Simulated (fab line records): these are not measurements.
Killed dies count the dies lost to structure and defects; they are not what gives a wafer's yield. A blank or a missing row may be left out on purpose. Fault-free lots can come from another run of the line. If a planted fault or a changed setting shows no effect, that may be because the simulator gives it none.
Matching of chambers / flow gf180mcu / GF_PASSIVATION_ETCH_11 on rie_diel-04 has 4 sister chambers
The step etches the open film in CF4/O2, stops on TiN, target depth 2040 nm, time 453.3 s. 14 wafers are shown with their chamber, then 7 later ones without.

## WAFERS WITH THEIR CHAMBER
wafer=L076.1; chamber=1; drypump_motor_current_A (A)=6.0; throttle_valve_pct (%)=5.974; chamber_pressure_mTorr (mTorr)=149.83
wafer=L076.3; chamber=3; drypump_motor_current_A (A)=5.3; throttle_valve_pct (%)=5.965; chamber_pressure_mTorr (mTorr)=150.22
wafer=L076.6; chamber=2; drypump_motor_current_A (A)=6.0; throttle_valve_pct (%)=5.978; chamber_pressure_mTorr (mTorr)=150.21
wafer=L077.2; chamber=3; drypump_motor_current_A (A)=5.4; throttle_valve_pct (%)=5.974; chamber_pressure_mTorr (mTorr)=150.03
wafer=L077.3; chamber=0; drypump_motor_current_A (A)=6.2; throttle_valve_pct (%)=5.969; chamber_pressure_mTorr (mTorr)=150.02
wafer=L077.5; chamber=2; drypump_motor_current_A (A)=6.0; throttle_valve_pct (%)=5.962; chamber_pressure_mTorr (mTorr)=150.17
wafer=L082.2; chamber=0; drypump_motor_current_A (A)=6.2; throttle_valve_pct (%)=5.962; chamber_pressure_mTorr (mTorr)=149.98
wafer=L082.3; chamber=1; drypump_motor_current_A (A)=6.0; throttle_valve_pct (%)=5.967; chamber_pressure_mTorr (mTorr)=150.34
wafer=L082.6; chamber=2; drypump_motor_current_A (A)=6.0; throttle_valve_pct (%)=5.962; chamber_pressure_mTorr (mTorr)=150.19
wafer=L084.2; chamber=2; drypump_motor_current_A (A)=6.0; throttle_valve_pct (%)=5.956; chamber_pressure_mTorr (mTorr)=149.79
wafer=L084.3; chamber=3; drypump_motor_current_A (A)=5.4; throttle_valve_pct (%)=5.964; chamber_pressure_mTorr (mTorr)=150.16
wafer=L084.4; chamber=0; drypump_motor_current_A (A)=6.2; throttle_valve_pct (%)=5.965; chamber_pressure_mTorr (mTorr)=149.98
wafer=L085.1; chamber=2; drypump_motor_current_A (A)=6.0; throttle_valve_pct (%)=5.968; chamber_pressure_mTorr (mTorr)=150.08
wafer=L085.3; chamber=3; drypump_motor_current_A (A)=5.4; throttle_valve_pct (%)=5.966; chamber_pressure_mTorr (mTorr)=150.21

SIGNATURES (averages over the wafers above)
reading=drypump_motor_current_A; chamber 0=6.200; chamber 1=6.000; chamber 2=6.000; chamber 3=5.375; scatter within a chamber=0.0274
reading=throttle_valve_pct; chamber 0=5.96533; chamber 1=5.97050; chamber 2=5.96520; chamber 3=5.96725; scatter within a chamber=0.00623
reading=chamber_pressure_mTorr; chamber 0=149.9933; chamber 1=150.0850; chamber 2=150.0880; chamber 3=150.1550; scatter within a chamber=0.166
Rule: for each reading, subtract the chamber's mean from the wafer's reading, divide by that reading's scatter and square the result; add these up over the readings and take the root, which gives the wafer's distance from the chamber. If the next closest chamber is less than 2 further off than the closest, the wafer can't be placed; otherwise it belongs to the closest. The scatter: the root of (the sum of the squares of (reading less its chamber's mean) over the shown wafers, divided by (wafers less chambers)).

## WAFERS WITH NO CHAMBER GIVEN
wafer=L085.6; drypump_motor_current_A (A)=6.0; throttle_valve_pct (%)=5.980; chamber_pressure_mTorr (mTorr)=150.20
wafer=L089.1; drypump_motor_current_A (A)=5.4; throttle_valve_pct (%)=5.970; chamber_pressure_mTorr (mTorr)=150.02
wafer=L089.3; drypump_motor_current_A (A)=6.0; throttle_valve_pct (%)=5.971; chamber_pressure_mTorr (mTorr)=150.08
wafer=L089.4; drypump_motor_current_A (A)=5.4; throttle_valve_pct (%)=5.966; chamber_pressure_mTorr (mTorr)=149.85
wafer=L090.3; drypump_motor_current_A (A)=6.0; throttle_valve_pct (%)=5.968; chamber_pressure_mTorr (mTorr)=149.93
wafer=L090.4; drypump_motor_current_A (A)=6.0; throttle_valve_pct (%)=5.966; chamber_pressure_mTorr (mTorr)=149.94
wafer=L090.6; drypump_motor_current_A (A)=6.2; throttle_valve_pct (%)=5.955; chamber_pressure_mTorr (mTorr)=150.10

## WHICH CHAMBER EACH ONE RAN IN
wafer=L085.6; from the rows above=can't be placed: 1 or 2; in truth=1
wafer=L089.1; from the rows above=3; in truth=3
wafer=L089.3; from the rows above=can't be placed: 1 or 2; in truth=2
wafer=L089.4; from the rows above=3; in truth=3
wafer=L090.3; from the rows above=can't be placed: 1 or 2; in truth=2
wafer=L090.4; from the rows above=can't be placed: 2 or 1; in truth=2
wafer=L090.6; from the rows above=0; in truth=0
3 of 7 placed correctly. Cannot be placed on the basis of these rows: 4; the candidates contain the true chamber in 4. Placed wrongly: 0.
